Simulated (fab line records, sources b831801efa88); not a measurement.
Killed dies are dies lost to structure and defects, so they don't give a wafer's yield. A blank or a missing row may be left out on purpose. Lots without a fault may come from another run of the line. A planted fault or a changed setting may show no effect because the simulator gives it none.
Which tool did it? | flow sky130 | 14 lots, 42 wafers sampled, at 4 steps of a route of 708

WHAT THE GAUGES READ, wafer by wafer
SKY_LDD_LDN_TW_MEAS_13.
lot  | measured     | on            | LDD_LDN_TW
L624 | day 22 13:13 | film_metro-03 | 1487 1482 1482
L626 | day 23 09:21 | film_metro-04 | 1472 1466 1463
L627 | day 24 06:03 | film_metro-03 | 1474 1488 1487
L628 | day 24 14:15 | film_metro-01 | 1458 1462 1469
L629 | day 25 05:04 | film_metro-03 | 1486 1488 1485
L630 | day 25 03:04 | film_metro-01 | 1448 1452 1449
L631 | day 25 11:52 | film_metro-03 | 1475 1492 1487
L632 | day 25 15:54 | film_metro-03 | 1491 1486 1483
L635 | day 26 19:13 | film_metro-04 | 1453 1454 1455
L636 | day 27 07:27 | film_metro-01 | 1471 1474 1470
L644 | day 30 18:33 | film_metro-03 | 1479 1475 1481
L646 | day 30 15:42 | film_metro-04 | 1464 1462 1462
L645 | day 30 16:01 | film_metro-01 | 1472 1470 1469
L647 | day 30 21:55 | film_metro-04 | 1464 1462 1460

WHICH TOOL RAN EACH LOT (tool, then ch and the chambers of the sampled wafers, then the start)
lot  | SKY_FIELD_ISO_STRIP_16              | SKY_VT_ADJUST_PCH_STRIP_09           | SKY_POLY_GATE_ETCH_17
L624 | plasma_asher-03 ch 0,1, day 2 04:42 | plasma_asher-01 ch 1, day 10 04:47   | rie_si-01 ch 1,2,3, day 16 04:06
L626 | plasma_asher-03 ch 0,1, day 2 16:28 | plasma_asher-01 ch 0,1, day 10 20:29 | rie_si-01 ch 2,3, day 16 18:07
L627 | plasma_asher-01 ch 0,1, day 2 21:41 | plasma_asher-02 ch 0,1, day 11 15:19 | rie_si-02 ch 0,2,3, day 17 18:57
L628 | plasma_asher-01 ch 0,1, day 3 01:28 | plasma_asher-01 ch 0,1, day 11 20:17 | rie_si-02 ch 0,3, day 17 21:42
L629 | plasma_asher-03 ch 0,1, day 3 06:28 | plasma_asher-02 ch 0,1, day 12 07:02 | rie_si-01 ch 0,3, day 18 16:31
L630 | plasma_asher-02 ch 0,1, day 3 11:05 | plasma_asher-03 ch 0,1, day 12 06:40 | rie_si-02 ch 0,2,3, day 18 16:10
L631 | plasma_asher-01 ch 0, day 3 16:10   | plasma_asher-01 ch 0,1, day 12 13:11 | rie_si-01 ch 2,3, day 19 00:26
L632 | plasma_asher-01 ch 0,1, day 4 00:17 | plasma_asher-02 ch 0,1, day 12 23:52 | rie_si-01 ch 0,1,2, day 19 06:28
L635 | plasma_asher-03 ch 0,1, day 4 15:31 | plasma_asher-01 ch 0,1, day 13 20:41 | rie_si-02 ch 0,2, day 20 09:06
L636 | plasma_asher-01 ch 0,1, day 4 19:01 | plasma_asher-02 ch 0,1, day 14 03:29 | rie_si-02 ch 0,2,3, day 20 20:33
L644 | plasma_asher-01 ch 0,1, day 7 00:56 | plasma_asher-03 ch 0,1, day 17 13:24 | rie_si-02 ch 1,2,3, day 24 15:14
L646 | plasma_asher-01 ch 0,1, day 7 01:26 | plasma_asher-02 ch 0, day 17 15:16   | rie_si-02 ch 1,3, day 24 13:02
L645 | plasma_asher-03 ch 0,1, day 7 02:14 | plasma_asher-03 ch 0,1, day 17 10:49 | rie_si-01 ch 1,2,3, day 24 14:17
L647 | plasma_asher-03 ch 1, day 7 07:16   | plasma_asher-02 ch 0, day 17 19:27   | rie_si-02 ch 1,3, day 24 19:33
- SKY_FIELD_ISO_STRIP_16: strips in O2/N2.
- SKY_VT_ADJUST_PCH_STRIP_09: strips in O2/N2.
- SKY_POLY_GATE_ETCH_17: etches poly-Si in HBr/Cl2, stops on SiO2, target depth 180 nm, time 70.5 s.

WHAT THE TOOLS THEMSELVES READ (means of the sampled wafers that have a number; where no wafer has one, the mark that the record gives instead)
SKY_FIELD_ISO_STRIP_16.
lot  | tool            | drypump_motor_current_A (A) | oes_product_au (a.u.) | strip_time_to_endpoint_s (s)
L624 | plasma_asher-03 | 5.4                         | 0.379                 | 3.60
L626 | plasma_asher-03 | 5.8                         | 0.380                 | 3.56
L627 | plasma_asher-01 | 5.4                         | 0.375                 | 3.53
L628 | plasma_asher-01 | 5.2                         | 0.378                 | 3.52
L629 | plasma_asher-03 | 5.4                         | 0.383                 | 3.58
L630 | plasma_asher-02 | 5.8                         | 0.382                 | 3.58
L631 | plasma_asher-01 | 5.7                         | 0.380                 | 3.58
L632 | plasma_asher-01 | 5.4                         | 0.380                 | 3.57
L635 | plasma_asher-03 | 5.8                         | 0.382                 | 3.56
L636 | plasma_asher-01 | 5.2                         | 0.380                 | 3.58
L644 | plasma_asher-01 | 5.2                         | 0.376                 | 3.51
L646 | plasma_asher-01 | 5.4                         | 0.380                 | 3.63
L645 | plasma_asher-03 | 5.4                         | 0.382                 | 3.62
L647 | plasma_asher-03 | 5.1                         | 0.378                 | 3.52

SKY_VT_ADJUST_PCH_STRIP_09.
lot  | tool            | drypump_motor_current_A (A) | oes_product_au (a.u.) | strip_time_to_endpoint_s (s)
L624 | plasma_asher-01 | 4.9                         | 0.722                 | 37.09
L626 | plasma_asher-01 | 5.2                         | 0.723                 | 36.93
L627 | plasma_asher-02 | 5.8                         | 0.727                 | 36.94
L628 | plasma_asher-01 | 5.5                         | 0.722                 | 36.96
L629 | plasma_asher-02 | 5.8                         | 0.727                 | 37.00
L630 | plasma_asher-03 | 5.8                         | 0.720                 | 36.72
L631 | plasma_asher-01 | 5.4                         | 0.720                 | 36.88
L632 | plasma_asher-02 | 5.7                         | 0.719                 | 36.95
L635 | plasma_asher-01 | 5.4                         | 0.719                 | 36.97
L636 | plasma_asher-02 | 5.8                         | 0.722                 | 36.98
L644 | plasma_asher-03 | 5.4                         | 0.718                 | 37.01
L646 | plasma_asher-02 | 5.7                         | 0.724                 | 36.83
L645 | plasma_asher-03 | 5.7                         | 0.722                 | 36.97
L647 | plasma_asher-02 | 5.7                         | 0.723                 | 36.96

SKY_POLY_GATE_ETCH_17.
lot  | tool      | bias_w (W) | drypump_motor_current_A (A) | oes_product_au (a.u.) | throttle_valve_pct (%)
L624 | rie_si-01 | 100.05     | 5.8                         | 0.996                 | 33.680
L626 | rie_si-01 | 99.98      | 5.9                         | 0.990                 | 33.681
L627 | rie_si-02 | 100.13     | 6.0                         | 0.973                 | 33.679
L628 | rie_si-02 | 99.74      | 6.0                         | 0.977                 | 33.692
L629 | rie_si-01 | 99.91      | 6.4                         | 0.983                 | 33.683
L630 | rie_si-02 | 99.98      | 5.9                         | 0.976                 | 33.692
L631 | rie_si-01 | 99.90      | 6.0                         | 0.994                 | 33.686
L632 | rie_si-01 | 99.88      | 5.8                         | 0.995                 | 33.677
L635 | rie_si-02 | 104.08     | 6.1                         | 0.978                 | 33.688
L636 | rie_si-02 | 104.31     | 6.0                         | 0.983                 | 33.679
L644 | rie_si-02 | 99.92      | 5.7                         | 0.977                 | 33.692
L646 | rie_si-02 | 99.86      | 5.7                         | 0.979                 | 33.691
L645 | rie_si-01 | 99.98      | 5.8                         | 0.991                 | 33.683
L647 | rie_si-02 | 99.93      | 5.6                         | 0.969                 | 33.683

THE ANSWER, worked out from the rows above alone
Rule: what is usual is taken from the lots themselves. Put in order of their means at a reading, lots are off if they are a third of the lots or fewer, leave a main group of 4 or more, and stand apart from it by a gap of 3 or more times the standard deviation of the main group's means; of several such gaps the widest counts. A main group whose means are all the same, to the digits that the tables above print for the reading, isn't used. A lot without any number at a reading at which 4 lots or more have one is off too. The other lots that the step has rows for count as sound. The gauges are gone through in route order, then the tools' own readings, and for those a lot's mean is taken as printed above. The first step at which some lot is off is used, and at that step the reading that is off furthest; a lot without a number counts as furthest.
Off: L635, L636, at SKY_POLY_GATE_ETCH_17 (bias_w). The main group: mean 99.94 W, standard deviation 0.094.
A tool fits if, at that step or a process step before it, it ran every lot that is off, and no sound lot after the first of them. None of those tried fits.

WHAT THE SIMULATOR HAD PUT IN
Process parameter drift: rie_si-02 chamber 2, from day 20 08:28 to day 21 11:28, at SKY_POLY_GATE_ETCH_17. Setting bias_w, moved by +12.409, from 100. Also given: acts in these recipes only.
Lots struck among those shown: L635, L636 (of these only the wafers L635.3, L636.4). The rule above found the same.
